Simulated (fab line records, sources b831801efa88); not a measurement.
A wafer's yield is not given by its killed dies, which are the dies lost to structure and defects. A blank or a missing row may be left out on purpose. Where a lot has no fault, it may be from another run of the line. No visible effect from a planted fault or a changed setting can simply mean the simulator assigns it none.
fab line records ; flow gf180mcu ; part 1 of 2: steps 1 to 32 of 40
[record] lots = 5; wafers = 15; lastDay = 33
route steps=602 shown MVSD@136 NWELL@137 LVPWELL@138 MVPSD@139 VT_IMPLANT@140 DUAL_GATE@141 POLY_GATE@157
lots that met no fault: from a run of the same line without faults
startH: the number of hours between the record's first day and the start of the first shown wafer of the lot ; waitH: hours since the lot's step before ; " as in the row above ; L1.1+2: a single row standing in for several wafers ; - either no value or no given start ; * or withheld: withheld ; < > ~ a bound
route shown NAME@n: NAME is a module with steps in the file, n the number in the route of the first one ; usual: mean/standard deviation of fault-free wafers ; same: alike in all rows ; chamber/n: place in a boat ; sites: per-site readings ; _std_site: standard deviation of those values ; _edge_site: outer sites' mean less inner sites' ; radiusMm: for every site, how far away it sits from the centre of the wafer ; mask NAME#n: copy n ; behind: tool/chamber where the wafer was last shaped ; hold: the reason the lot was held/the length of the hold in hours/how it ended ; device: names the non-switching transistor (n, p or np) ; end of line: tests run on the same wafers once the route is complete ; a step given without rows: its recipe and nothing more ; killed: count of dies lost to structure and defects at first sort (not the wafer's yield) ; map: the dies of a wafer, with x for killed, . for not killed, _ for no die there
set.NAME: the setting as run; set.NAME@STEP: as run at that earlier step ; model.NAME: the simulator's own value behind a step, which no gauge read
lots seen at some steps along the route; tables by step, rows by wafer
services: a tool's chamber out of use, with start hour (startH, from the record's first day; less than 0 if before it), hours out, and reason
[[steps]]
[step GF_VT_IMPLANT_RS_MEAS_46]
[recipe] thkMeasGauge = four-point-probe
[usual] MVSD_RS = 457.1/1.2
lot.wafer;tool;chamber;startH;waitH;MVSD_RS[ohm/sq]
L074.1;filmMetro-02;-;160.00;0.1;457.1
L074.2;filmMetro-02;-;160.00;0.1;458.9
L074.5;filmMetro-02;-;160.00;0.1;458.8
L086.1;filmMetro-04;-;237.85;0.1;458.5
L086.2;filmMetro-04;-;237.85;0.1;458.2
L086.4;filmMetro-04;-;237.85;0.1;456.2
L088.1;filmMetro-04;-;251.87;0.1;456.2
L088.2;filmMetro-04;-;251.87;0.1;457.4
L088.6;filmMetro-04;-;251.87;0.1;456.9
L089.1;filmMetro-04;-;263.31;0.1;457.9
L089.4;filmMetro-04;-;263.31;0.1;457.8
L089.5;filmMetro-04;-;263.31;0.1;458.2
L094.1;filmMetro-02;-;292.83;0.1;458.4
L094.3;filmMetro-02;-;292.83;0.1;458.1
L094.6;filmMetro-02;-;292.83;0.1;457.0
[step GF_VT_IMPLANT_RS_MEAS_47]
[recipe] thkMeasGauge = four-point-probe
[usual] NWELL_RS = 488.1/1.3
lot.wafer;tool;chamber;startH;waitH;NWELL_RS[ohm/sq]
L074.1;filmMetro-02;-;160.12;0.1;487.6
L074.2;filmMetro-02;-;160.12;0.1;487.1
L074.5;filmMetro-02;-;160.12;0.1;487.4
L086.1;filmMetro-04;-;237.97;0.1;487.2
L086.2;filmMetro-04;-;237.97;0.1;486.5
L086.4;filmMetro-04;-;237.97;0.1;487.8
L088.1;filmMetro-04;-;251.99;0.1;487.8
L088.2;filmMetro-04;-;251.99;0.1;486.9
L088.6;filmMetro-04;-;251.99;0.1;486.8
L089.1;filmMetro-04;-;263.43;0.1;488.3
L089.4;filmMetro-04;-;263.43;0.1;487.0
L089.5;filmMetro-04;-;263.43;0.1;488.0
L094.1;filmMetro-02;-;292.95;0.1;486.7
L094.3;filmMetro-02;-;292.95;0.1;487.7
L094.6;filmMetro-02;-;292.95;0.1;486.7
[step GF_VT_IMPLANT_RS_MEAS_48]
[recipe] thkMeasGauge = four-point-probe
[usual] LVPWELL_RS = 1199/3.5
lot.wafer;tool;chamber;startH;waitH;LVPWELL_RS[ohm/sq]
L074.1;filmMetro-02;-;160.24;0.1;1200
L074.2;filmMetro-02;-;160.24;0.1;1198
L074.5;filmMetro-02;-;160.24;0.1;1203
L086.1;filmMetro-04;-;238.09;0.1;1192
L086.2;filmMetro-04;-;238.09;0.1;1194
L086.4;filmMetro-04;-;238.09;0.1;1192
L088.1;filmMetro-04;-;252.11;0.1;1197
L088.2;filmMetro-04;-;252.11;0.1;1200
L088.6;filmMetro-04;-;252.11;0.1;1196
L089.1;filmMetro-04;-;263.55;0.1;1197
L089.4;filmMetro-04;-;263.55;0.1;1199
L089.5;filmMetro-04;-;263.55;0.1;1197
L094.1;filmMetro-02;-;293.07;0.1;1202
L094.3;filmMetro-02;-;293.07;0.1;1199
L094.6;filmMetro-02;-;293.07;0.1;1201
[step GF_VT_IMPLANT_RS_MEAS_49]
[recipe] thkMeasGauge = four-point-probe
[usual] MVPSD_RS = 1171/3.3
lot.wafer;tool;chamber;startH;waitH;MVPSD_RS[ohm/sq]
L074.1;filmMetro-02;-;160.36;0.1;1165
L074.2;filmMetro-02;-;160.36;0.1;1168
L074.5;filmMetro-02;-;160.36;0.1;1168
L086.1;filmMetro-04;-;238.21;0.1;1174
L086.2;filmMetro-04;-;238.21;0.1;1174
L086.4;filmMetro-04;-;238.21;0.1;1174
L088.1;filmMetro-04;-;252.23;0.1;1170
L088.2;filmMetro-04;-;252.23;0.1;1172
L088.6;filmMetro-04;-;252.23;0.1;1167
L089.1;filmMetro-04;-;263.67;0.1;1169
L089.4;filmMetro-04;-;263.67;0.1;1170
L089.5;filmMetro-04;-;263.67;0.1;1167
L094.1;filmMetro-02;-;293.19;0.1;1174
L094.3;filmMetro-02;-;293.19;0.1;1169
L094.6;filmMetro-02;-;293.19;0.1;1170
[step GF_VT_IMPLANT_WET_ETCH_50]
[recipe] chemistry = dHF; targetDepthNm = 20; target = SiO2; tempC = 25; dilution = 100:1; timeS = 400
lot.wafer;tool;chamber;startH;waitH
L074.1+2+5;wetBench-01;2;160.48;0.1
L086.1+2+4;wetBench-01;0;238.33;0.1
L088.1+2+6;wetBench-03;3;252.35;0.1
L089.1+4+5;wetBench-01;0;263.79;0.1
L094.1+3+6;wetBench-02;2;293.31;0.1
[step GF_DUAL_GATE_CLEAN_00]
[recipe] chemistry = SC1/SC2; mix = 1:4:20; tempC = 70; timeS = 150
lot.wafer;tool;chamber;startH;waitH
L074.1+2+5;wetBench-01;0;160.72;0.0
L086.1+2+4;wetBench-03;3;238.45;0.0
L088.1+2+6;wetBench-02;1;252.46;0.0
L089.1+4+5;wetBench-03;3;263.91;0.0
L094.1+3+6;wetBench-01;2;293.43;0.0
[step GF_DUAL_GATE_CLEAN_01]
[recipe] chemistry = dHF; timeS = 20; dilution = 100:1; dry = ipaMarangoni
lot.wafer;tool;chamber;startH;waitH
L074.1+2+5;wetBench-01;3;160.82;0.0
L086.1+2+4;wetBench-01;1;238.50;0.0
L088.1+2+6;wetBench-01;2;252.51;0.0
L089.1+4+5;wetBench-01;3;263.96;0.0
L094.1+3+6;wetBench-02;2;293.48;0.0
[step GF_DUAL_GATE_OXIDATION_02]
[recipe] tempC = 900; ambient = O2; stabiliseS = 600; purgeS = 300; targetThkA = 108.87; oxTimeS = 1602
[usual] tubeCenterTempC = 900.01/0.079; zonePowerLowerPct = 16.9/1.8
lot.wafer;tool;chamber;startH;waitH;tubeCenterTempC;zonePowerLowerPct
L074.1;furnace-01;0;161.55;0.7;900.13;18.6
L074.2;furnace-01;0;161.55;0.7;899.96;18.3
L074.5;furnace-01;0;161.55;0.7;899.92;18.1
L086.1;furnace-01;0;238.51;0.0;900.08;18.2
L086.2;furnace-01;0;238.51;0.0;899.95;18.3
L086.4;furnace-01;0;238.51;0.0;900.05;18.1
L088.1;furnace-02;0;253.13;0.6;900.11;14.2
L088.2;furnace-02;0;253.13;0.6;900.09;14.7
L088.6;furnace-02;0;253.13;0.6;900.01;14.5
L089.1;furnace-01;0;266.05;2.1;899.9;17.9
L089.4;furnace-01;0;266.05;2.1;899.93;18.2
L089.5;furnace-01;0;266.05;2.1;899.98;18.4
L094.1;furnace-02;0;294.38;0.9;899.9;14.3
L094.3;furnace-02;0;294.38;0.9;900.07;14.2
L094.6;furnace-02;0;294.38;0.9;899.94;14.2
[step GF_DUAL_GATE_THK_MEAS_03]
[recipe] reads = SiO2_of_DUAL_GATE_OXIDATION_02
[usual] DUAL_GATE_OXIDATION_00_THK = 10.83/0.21
lot.wafer;tool;chamber;startH;waitH;DUAL_GATE_OXIDATION_00_THK[nm]
L074.1;filmMetro-03;-;162.99;0.0;10.83
L074.2;filmMetro-03;-;162.99;0.0;10.75
L074.5;filmMetro-03;-;162.99;0.0;10.87
L086.1;filmMetro-03;-;239.96;0.0;11.00
L086.2;filmMetro-03;-;239.96;0.0;10.81
L086.4;filmMetro-03;-;239.96;0.0;10.77
L088.1;filmMetro-03;-;254.58;0.0;10.81
L088.2;filmMetro-03;-;254.58;0.0;10.67
L088.6;filmMetro-03;-;254.58;0.0;10.88
L089.1;filmMetro-02;-;267.50;0.0;11.05
L089.4;filmMetro-02;-;267.50;0.0;11.02
L089.5;filmMetro-02;-;267.50;0.0;10.92
L094.1;filmMetro-02;-;295.82;0.0;10.95
L094.3;filmMetro-02;-;295.82;0.0;10.81
L094.6;filmMetro-02;-;295.82;0.0;10.91
[step GF_DUAL_GATE_DEHYDRATE_04]
[recipe] tempC = 200; timeS = 60
lot.wafer;tool;chamber;startH;waitH
L074.1+2+5;lithoTrack-01;0;170.05;7.0
L086.1+2+4;lithoTrack-01;0;248.50;8.5
L088.1+2+6;lithoTrack-02;0;263.00;8.4
L089.1+4+5;lithoTrack-02;0;276.70;9.2
L094.1+3+6;lithoTrack-04;0;305.37;9.5
[step GF_DUAL_GATE_HMDS_05]
[recipe] primeTimeS = 60; primeTempC = 120
lot.wafer;tool;chamber;startH;waitH
L074.1+2+5;lithoTrack-01;0;170.20;0.1
L086.1+2+4;lithoTrack-01;0;248.65;0.1
L088.1+2+6;lithoTrack-02;0;263.15;0.1
L089.1+4+5;lithoTrack-02;0;276.85;0.1
L094.1+3+6;lithoTrack-04;0;305.52;0.1
[step GF_DUAL_GATE_COAT_06]
[recipe] resist = NOVOLAK; spinRpm = 3000; resistThkNm = 1000
[usual] spinSpeedRpm = 2999.7/2.3
lot.wafer;tool;chamber;startH;waitH;spinSpeedRpm
L074.1;lithoTrack-01;0;170.35;0.1;3002.7
L074.2;lithoTrack-01;0;170.35;0.1;3004.1
L074.5;lithoTrack-01;0;170.35;0.1;3005.6
L086.1;lithoTrack-01;0;248.80;0.1;2997.2
L086.2;lithoTrack-01;0;248.80;0.1;3000.7
L086.4;lithoTrack-01;0;248.80;0.1;2999.5
L088.1;lithoTrack-02;0;263.30;0.1;3000.8
L088.2;lithoTrack-02;0;263.30;0.1;3000.3
L088.6;lithoTrack-02;0;263.30;0.1;2999.7
L089.1;lithoTrack-02;0;277.00;0.1;3000.1
L089.4;lithoTrack-02;0;277.00;0.1;3001.7
L089.5;lithoTrack-02;0;277.00;0.1;2999.9
L094.1;lithoTrack-04;0;305.67;0.1;2997.8
L094.3;lithoTrack-04;0;305.67;0.1;2999.1
L094.6;lithoTrack-04;0;305.67;0.1;2999.7
[step GF_DUAL_GATE_SOFTBAKE_07]
[recipe] tempC = 90; timeS = 60; resist = NOVOLAK
lot.wafer;tool;chamber;startH;waitH
L074.1+2+5;lithoTrack-01;0;170.50;0.1
L086.1+2+4;lithoTrack-01;0;248.95;0.1
L088.1+2+6;lithoTrack-02;0;263.45;0.1
L089.1+4+5;lithoTrack-02;0;277.15;0.1
L094.1+3+6;lithoTrack-04;0;305.82;0.1
[step GF_DUAL_GATE_EXPOSE_08]
[recipe] maskId = Dualgate; targetCdNm = 700; na = 0.6; sourceShape = conventional; sigmaOuter = 0.6; doseMj = 140
[usual] exposureDoseMJCm2 = 140.02/0.12
[same] sigmaOuter = 0.6
lot.wafer;tool;chamber;startH;waitH;mask;exposureDoseMJCm2
L074.1;ilineStepper-01;0;-;-;Dualgate#0;140.18
L074.2;ilineStepper-01;0;-;-;Dualgate#0;140.22
L074.5;ilineStepper-01;0;-;-;Dualgate#0;139.98
L086.1;ilineStepper-02;0;-;-;Dualgate#0;140.18
L086.2;ilineStepper-02;0;-;-;Dualgate#0;140.05
L086.4;ilineStepper-02;0;-;-;Dualgate#0;140.17
L088.1;ilineStepper-02;0;-;-;Dualgate#0;140.05
L088.2;ilineStepper-02;0;-;-;Dualgate#0;139.88
L088.6;ilineStepper-02;0;-;-;Dualgate#0;140.05
L089.1;ilineStepper-01;0;-;-;Dualgate#0;139.89
L089.4;ilineStepper-01;0;-;-;Dualgate#0;140.00
L089.5;ilineStepper-01;0;-;-;Dualgate#0;139.99
L094.1;ilineStepper-01;0;-;-;Dualgate#0;139.96
L094.3;ilineStepper-01;0;-;-;Dualgate#0;139.96
L094.6;ilineStepper-01;0;-;-;Dualgate#0;139.88
[step GF_DUAL_GATE_PEB_09]
[recipe] tempC = withheld; timeS = *; resist = NOVOLAK
lot.wafer;tool;chamber;startH;waitH
L074.1+2+5;lithoTrack-02;0;-;-
L086.1+2+4;lithoTrack-01;0;-;-
L088.1+2+6;lithoTrack-01;0;-;-
L089.1+4+5;lithoTrack-04;0;-;-
L094.1+3+6;lithoTrack-04;0;-;-
[step GF_DUAL_GATE_DEVELOP_10]
[recipe] developTimeS = 60; devTempC = 23
lot.wafer;tool;chamber;startH;waitH
L074.1+2+5;lithoTrack-02;0;178.45;0.1
L086.1+2+4;lithoTrack-01;0;258.25;0.1
L088.1+2+6;lithoTrack-01;0;273.05;0.1
L089.1+4+5;lithoTrack-04;0;286.27;0.1
L094.1+3+6;lithoTrack-04;0;316.62;0.1
[step GF_DUAL_GATE_OVL_MEAS_11]
[usual] DUAL_GATE_OVL = 0.5/1.5
lot.wafer;tool;chamber;startH;waitH;DUAL_GATE_OVL[nm]
L074.1;overlay-01;-;178.60;0.1;-0.5
L074.2;overlay-01;-;178.60;0.1;1.5
L074.5;overlay-01;-;178.60;0.1;0.7
L086.1;overlay-01;-;258.40;0.1;1.9
L086.2;overlay-01;-;258.40;0.1;-0.4
L086.4;overlay-01;-;258.40;0.1;0.8
L088.1;overlay-01;-;273.20;0.1;0.2
L088.2;overlay-01;-;273.20;0.1;-0.6
L088.6;overlay-01;-;273.20;0.1;-0.5
L089.1;overlay-02;-;286.42;0.1;-0.3
L089.4;overlay-02;-;286.42;0.1;1.4
L089.5;overlay-02;-;286.42;0.1;0.1
L094.1;overlay-02;-;316.77;0.1;1.4
L094.3;overlay-02;-;316.77;0.1;1.2
L094.6;overlay-02;-;316.77;0.1;3.3
[step GF_DUAL_GATE_WET_ETCH_12]
[recipe] chemistry = dHF; targetDepthNm = 13; dry = n2Spin; target = SiO2; tempC = 25; dilution = 100:1; timeS = 260
lot.wafer;tool;chamber;startH;waitH
L074.1+2+5;wetBench-03;1;178.64;0.0
L086.1+2+4;wetBench-03;0;258.44;0.0
L088.1+2+6;wetBench-03;3;273.24;0.0
L089.1+4+5;wetBench-03;3;286.46;0.0
L094.1+3+6;wetBench-01;0;316.81;0.0
[step GF_DUAL_GATE_STRIP_13]
[recipe] chemistry = O2/N2; powerW = 1400; pressureMtorr = 1500; platenTempC = 250; o2FlowSccm = 3000; n2FlowSccm = 300; overashFraction = 0.5
[usual] drypumpMotorCurrentA = 6.00/0.25; heaterPowerW = 352/28; n2FlowSccm = 300.0/1; oesProductAu = 0.715/0.0044; stripTimeToEndpointS = 12.64/0.033
lot.wafer;tool;chamber;startH;waitH;drypumpMotorCurrentA;heaterPowerW;n2FlowSccm;oesProductAu;rfHoursCounterH;stripTimeToEndpointS
L074.1;plasmaAsher-03;0;178.72;0.0;5.74;347;299.9;0.713;32;12.68
L074.2;plasmaAsher-03;1;178.72;0.0;6.25;348;300.3;0.726;32;12.66
L074.5;plasmaAsher-03;1;178.72;0.0;6.26;351;301.1;0.718;-;12.66
L086.1;plasmaAsher-02;0;258.52;0.0;6.15;305;300.1;0.718;65;12.67
L086.2;plasmaAsher-02;1;258.52;0.0;5.64;384;298.9;0.718;65;12.61
L086.4;plasmaAsher-02;1;258.52;0.0;5.64;366;298.5;0.714;-;12.63
L088.1;plasmaAsher-02;0;273.32;0.0;6.16;306;301.1;0.712;66;12.67
L088.2;plasmaAsher-02;1;273.32;0.0;5.64;370;302.1;0.714;66;12.65
L088.6;plasmaAsher-02;1;273.32;0.0;5.62;366;300.5;0.721;-;12.63
L089.1;plasmaAsher-02;0;286.54;0.0;6.14;299;298.8;0.712;68;12.60
L089.4;plasmaAsher-02;0;286.54;0.0;6.12;307;297.6;0.720;-;12.62
L089.5;plasmaAsher-02;1;286.54;0.0;5.63;368;299.3;0.724;-;12.59
L094.1;plasmaAsher-01;0;316.89;0.0;5.98;387;299.4;0.711;68;12.63
L094.3;plasmaAsher-01;1;316.89;0.0;6.28;357;299.0;0.715;-;12.59
L094.6;plasmaAsher-01;1;316.89;0.0;6.30;362;299.3;0.721;-;12.62
[step GF_DUAL_GATE_CLEAN_14]
[recipe] chemistry = SC1/SC2; mix = 1:4:20; tempC = 70; timeS = 150; dry = n2Spin
lot.wafer;tool;chamber;startH;waitH
L074.1+2+5;wetBench-01;0;178.82;0.1
L086.1+2+4;wetBench-02;1;258.62;0.1
L088.1+2+6;wetBench-01;1;273.42;0.1
L089.1+4+5;wetBench-02;2;286.64;0.1
L094.1+3+6;wetBench-03;1;316.99;0.1
[step GF_DUAL_GATE_OXIDATION_15]
[recipe] tempC = 850; ambient = O2; stabiliseS = 600; purgeS = 300; targetThkA = 70.98; oxTimeS = 1995
[usual] tubeCenterTempC = 850/0.084; zonePowerLowerPct = 14.6/1.7
lot.wafer;tool;chamber;startH;waitH;tubeCenterTempC;zonePowerLowerPct
L074.1;furnace-01;0;179.51;0.6;849.92;16.3
L074.2;furnace-01;0;179.51;0.6;850.04;16.1
L074.5;furnace-01;0;179.51;0.6;850.13;16.2
L086.1;furnace-02;0;258.67;0.0;850.02;12.6
L086.2;furnace-02;0;258.67;0.0;849.94;12.9
L086.4;furnace-02;0;258.67;0.0;850.05;12.6
L088.1;furnace-02;0;277.30;3.8;849.9;12.9
L088.2;furnace-02;0;277.30;3.8;850;12.6
L088.6;furnace-02;0;277.30;3.8;850.08;12.8
L089.1;furnace-01;0;288.59;1.9;849.87;16.0
L089.4;furnace-01;0;288.59;1.9;850.02;15.9
L089.5;furnace-01;0;288.59;1.9;849.97;16.0
L094.1;furnace-01;0;317.04;0.0;850.09;16.2
L094.3;furnace-01;0;317.04;0.0;849.97;16.0
L094.6;furnace-01;0;317.04;0.0;850.04;16.1
[step GF_POLY_GATE_CVD_00]
[recipe] material = poly-Si; targetThkNm = 200; tempC = 620; timeS = 1200; pressureMtorr = 200
[usual] susceptorTempC = 619.96/0.25; zonePowerLowerPct = 8.8/0.47
lot.wafer;tool;chamber;startH;waitH;susceptorTempC;zonePowerLowerPct
L074.1;lpcvd-02;1;181.06;0.0;619.93;8.6
L074.2;lpcvd-02;1;181.06;0.0;620.17;8.7
L074.5;lpcvd-02;1;181.06;0.0;619.78;8.6
L086.1;lpcvd-02;0;260.22;0.0;619.92;9.2
L086.2;lpcvd-02;0;260.22;0.0;620.01;9.4
L086.4;lpcvd-02;0;260.22;0.0;620.21;9.1
L088.1;lpcvd-02;0;278.86;0.0;620.19;9.3
L088.2;lpcvd-02;0;278.86;0.0;619.80;9.3
L088.6;lpcvd-02;0;278.86;0.0;620.23;9.3
L089.1;lpcvd-01;1;290.14;0.0;619.61;9.0
L089.4;lpcvd-01;1;290.14;0.0;620.13;9.2
L089.5;lpcvd-01;1;290.14;0.0;620.03;8.8
L094.1;lpcvd-02;0;318.59;0.0;620.55;9.3
L094.3;lpcvd-02;0;318.59;0.0;620.29;9.5
L094.6;lpcvd-02;0;318.59;0.0;619.59;9.2
[step GF_POLY_GATE_THK_MEAS_01]
[recipe] reads = poly-Si_of_POLY_GATE_CVD_00
[usual] POLY_GATE_CVD_00_THK = 199.9/2
lot.wafer;tool;chamber;startH;waitH;POLY_GATE_CVD_00_THK[nm]
L074.1;filmMetro-02;-;182.39;0.0;200.9
L074.2;filmMetro-02;-;182.39;0.0;200.1
L074.5;filmMetro-02;-;182.39;0.0;198.9
L086.1;filmMetro-02;-;261.56;0.0;202.3
L086.2;filmMetro-02;-;261.56;0.0;200.2
L086.4;filmMetro-02;-;261.56;0.0;199.9
L088.1;filmMetro-04;-;280.19;0.0;201.6
L088.2;filmMetro-04;-;280.19;0.0;199.7
L088.6;filmMetro-04;-;280.19;0.0;200.8
L089.1;filmMetro-02;-;291.48;0.0;201.1
L089.4;filmMetro-02;-;291.48;0.0;202.3
L089.5;filmMetro-02;-;291.48;0.0;200.1
L094.1;filmMetro-02;-;320.59;0.0;203.6
L094.3;filmMetro-02;-;320.59;0.0;202.1
L094.6;filmMetro-02;-;320.59;0.0;203.7
[step GF_POLY_GATE_DEHYDRATE_02]
[recipe] tempC = 200; timeS = 60
lot.wafer;tool;chamber;startH;waitH
L074.1+2+5;lithoTrack-01;0;190.05;7.7
L086.1+2+4;lithoTrack-04;0;270.32;8.8
L088.1+2+6;lithoTrack-01;0;288.35;8.1
L089.1+4+5;lithoTrack-03;0;300.77;9.3
L094.1+3+6;lithoTrack-03;0;330.27;9.7
[step GF_POLY_GATE_HMDS_03]
[recipe] primeTimeS = 60; primeTempC = 120
lot.wafer;tool;chamber;startH;waitH
L074.1+2+5;lithoTrack-01;0;190.20;0.1
L086.1+2+4;lithoTrack-04;0;270.47;0.1
L088.1+2+6;lithoTrack-01;0;288.50;0.1
L089.1+4+5;lithoTrack-03;0;300.92;0.1
L094.1+3+6;lithoTrack-03;0;330.42;0.1
[step GF_POLY_GATE_COAT_04]
[recipe] resist = BARC; tempC = withheld; timeS = withheld; spinRpm = withheld; resistThkNm = withheld
lot.wafer;tool;chamber;startH;waitH
L074.1+2+5;lithoTrack-01;0;190.35;0.1
L086.1+2+4;lithoTrack-04;0;270.62;0.1
L088.1+2+6;lithoTrack-01;0;288.65;0.1
L089.1+4+5;lithoTrack-03;0;301.07;0.1
L094.1+3+6;lithoTrack-03;0;330.57;0.1
[step GF_POLY_GATE_COAT_05]
[recipe] resist = KrF; spinRpm = withheld; resistThkNm = 700
lot.wafer;tool;chamber;startH;waitH
L074.1+2+5;lithoTrack-01;0;-;-
L086.1+2+4;lithoTrack-04;0;-;-
L088.1+2+6;lithoTrack-01;0;-;-
L089.1+4+5;lithoTrack-03;0;-;-
L094.1+3+6;lithoTrack-03;0;-;-
[step GF_POLY_GATE_SOFTBAKE_06]
[recipe] tempC = 130; timeS = 60; resist = KrF
lot.wafer;tool;chamber;startH;waitH
L074.1+2+5;lithoTrack-01;0;-;-
L086.1+2+4;lithoTrack-04;0;-;-
L088.1+2+6;lithoTrack-01;0;-;-
L089.1+4+5;lithoTrack-03;0;-;-
L094.1+3+6;lithoTrack-03;0;-;-
[step GF_POLY_GATE_EXPOSE_07]
[recipe] maskId = Poly2; targetCdNm = 280; na = 0.68; sourceShape = conventional; sigmaOuter = 0.6; doseMj = 28
[usual] exposureDoseMJCm2 = 27.989/0.027
[same] sigmaOuter = 0.6
lot.wafer;tool;chamber;startH;waitH;mask;exposureDoseMJCm2
L074.1;krfScanner-01;0;-;-;Poly2#0;27.998
L074.2;krfScanner-01;0;-;-;Poly2#0;27.962
L074.5;krfScanner-01;0;-;-;Poly2#0;28.013
L086.1;krfScanner-02;0;-;-;Poly2#0;27.989
L086.2;krfScanner-02;0;-;-;Poly2#0;27.962
L086.4;krfScanner-02;0;-;-;Poly2#0;27.995
L088.1;krfScanner-02;0;-;-;Poly2#0;27.951
L088.2;krfScanner-02;0;-;-;Poly2#0;27.966
L088.6;krfScanner-02;0;-;-;Poly2#0;27.937
L089.1;krfScanner-02;0;-;-;Poly2#0;27.948
L089.4;krfScanner-02;0;-;-;Poly2#0;27.982
L089.5;krfScanner-02;0;-;-;Poly2#0;27.985
L094.1;krfScanner-01;0;-;-;Poly2#0;27.970
L094.3;krfScanner-01;0;-;-;Poly2#0;27.996
L094.6;krfScanner-01;0;-;-;Poly2#0;27.940
[step GF_POLY_GATE_PEB_08]
[recipe] pebTempC = 135; pebTimeS = 90; resist = KrF
lot.wafer;tool;chamber;startH;waitH
L074.1+2+5;lithoTrack-01;0;-;-
L086.1+2+4;lithoTrack-04;0;-;-
L088.1+2+6;lithoTrack-03;0;-;-
L089.1+4+5;lithoTrack-01;0;-;-
L094.1+3+6;lithoTrack-01;0;-;-
[step GF_POLY_GATE_DEVELOP_09]
[recipe] developTimeS = 60; resist = KrF; devTempC = 21
lot.wafer;tool;chamber;startH;waitH
L074.1+2+5;lithoTrack-01;0;198.75;0.2
L086.1+2+4;lithoTrack-04;0;280.32;0.2
L088.1+2+6;lithoTrack-03;0;299.07;0.2
L089.1+4+5;lithoTrack-01;0;311.10;0.2
L094.1+3+6;lithoTrack-01;0;341.00;0.2
[step GF_POLY_GATE_CD_MEAS_10]
[recipe] targetCdNm = 280
[usual] cdNm = 280.0/1
lot.wafer;tool;chamber;startH;waitH;cdNm
L074.1;cdSem-02;-;198.90;0.1;279.2
L074.2;cdSem-02;-;198.90;0.1;280.5
L074.5;cdSem-02;-;198.90;0.1;279.7
L086.1;cdSem-01;-;280.47;0.1;280.3
L086.2;cdSem-01;-;280.47;0.1;279.7
L086.4;cdSem-01;-;280.47;0.1;280.1
L088.1;cdSem-01;-;299.22;0.1;278.6
L088.2;cdSem-01;-;299.22;0.1;277.7
L088.6;cdSem-01;-;299.22;0.1;277.6
L089.1;cdSem-01;-;311.25;0.1;281.1
L089.4;cdSem-01;-;311.25;0.1;279.0
L089.5;cdSem-01;-;311.25;0.1;279.3
L094.1;cdSem-01;-;341.15;0.1;280.4
L094.3;cdSem-01;-;341.15;0.1;279.3
L094.6;cdSem-01;-;341.15;0.1;280.0
